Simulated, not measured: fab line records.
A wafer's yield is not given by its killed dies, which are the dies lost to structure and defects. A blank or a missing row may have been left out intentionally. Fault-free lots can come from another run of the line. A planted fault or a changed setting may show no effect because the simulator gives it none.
Chamber matching || flow sky130 || pecvd-01 running SKY_CONTACT_CVD_00: 3 sister chambers
The step deposits Si3N4, target thk 75 nm. 6 wafers are shown with their chamber, then 10 later ones without.

WAFERS PAIRED WITH THEIR CHAMBERS
{"wafer": "L077.4", "chamber": 0, "heater power w (W)": 874, "heater power outer w (W)": 548}
{"wafer": "L082.1", "chamber": 0, "heater power w (W)": 852, "heater power outer w (W)": 542}
{"wafer": "L085.5", "chamber": 1, "heater power w (W)": 807, "heater power outer w (W)": 473}
{"wafer": "L086.4", "chamber": 1, "heater power w (W)": 920, "heater power outer w (W)": 575}
{"wafer": "L087.2", "chamber": 2, "heater power w (W)": 993, "heater power outer w (W)": 561}
{"wafer": "L087.4", "chamber": 2, "heater power w (W)": 991, "heater power outer w (W)": 565}

WAFERS MISSING THEIR CHAMBER
{"wafer": "L087.5", "heater power w (W)": 993, "heater power outer w (W)": 557}
{"wafer": "L090.1", "heater power w (W)": 1002, "heater power outer w (W)": 575}
{"wafer": "L090.4", "heater power w (W)": 805, "heater power outer w (W)": 525}
{"wafer": "L090.6", "heater power w (W)": 1005, "heater power outer w (W)": 582}
{"wafer": "L094.1", "heater power w (W)": 945, "heater power outer w (W)": 546}
{"wafer": "L094.4", "heater power w (W)": 965, "heater power outer w (W)": 536}
{"wafer": "L094.6", "heater power w (W)": 907, "heater power outer w (W)": 546}
{"wafer": "L097.2", "heater power w (W)": 839, "heater power outer w (W)": 496}
{"wafer": "L097.4", "heater power w (W)": 963, "heater power outer w (W)": 548}
{"wafer": "L097.6", "heater power w (W)": 837, "heater power outer w (W)": 505}

WHICH CHAMBER EACH WENT THROUGH
{"wafer": "L087.5", "from the rows above": 2, "in truth": 2}
{"wafer": "L090.1", "from the rows above": 2, "in truth": 2}
{"wafer": "L090.4", "from the rows above": "can't be placed: 1 or 0", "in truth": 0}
{"wafer": "L090.6", "from the rows above": 2, "in truth": 2}
{"wafer": "L094.1", "from the rows above": "can't be placed: 2 or 0 or 1", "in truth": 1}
{"wafer": "L094.4", "from the rows above": "can't be placed: 2 or 1 or 0", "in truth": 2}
{"wafer": "L094.6", "from the rows above": "can't be placed: 0 or 1 or 2", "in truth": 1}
{"wafer": "L097.2", "from the rows above": "can't be placed: 1 or 0", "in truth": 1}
{"wafer": "L097.4", "from the rows above": "can't be placed: 2 or 0 or 1", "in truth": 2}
{"wafer": "L097.6", "from the rows above": "can't be placed: 1 or 0", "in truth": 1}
Correct placement for 3 of the 10. These rows do not allow placing 7 (true chamber among the candidates in 7). Placed wrongly: 0.
How it was worked out, from the rows above alone: a wafer's distance from a chamber is the root of the sum, over the readings, of the square of ((its reading less the chamber's mean) divided by the reading's scatter). The wafer belongs to the nearest chamber; if the next one is less than 2 further off, it can't be placed. For every chamber, the mean is computed from those of its wafers that are shown. The scatter is the square root of a quotient: the sum, over the shown wafers, of each reading's squared deviation from its chamber's mean, divided by wafers minus chambers.
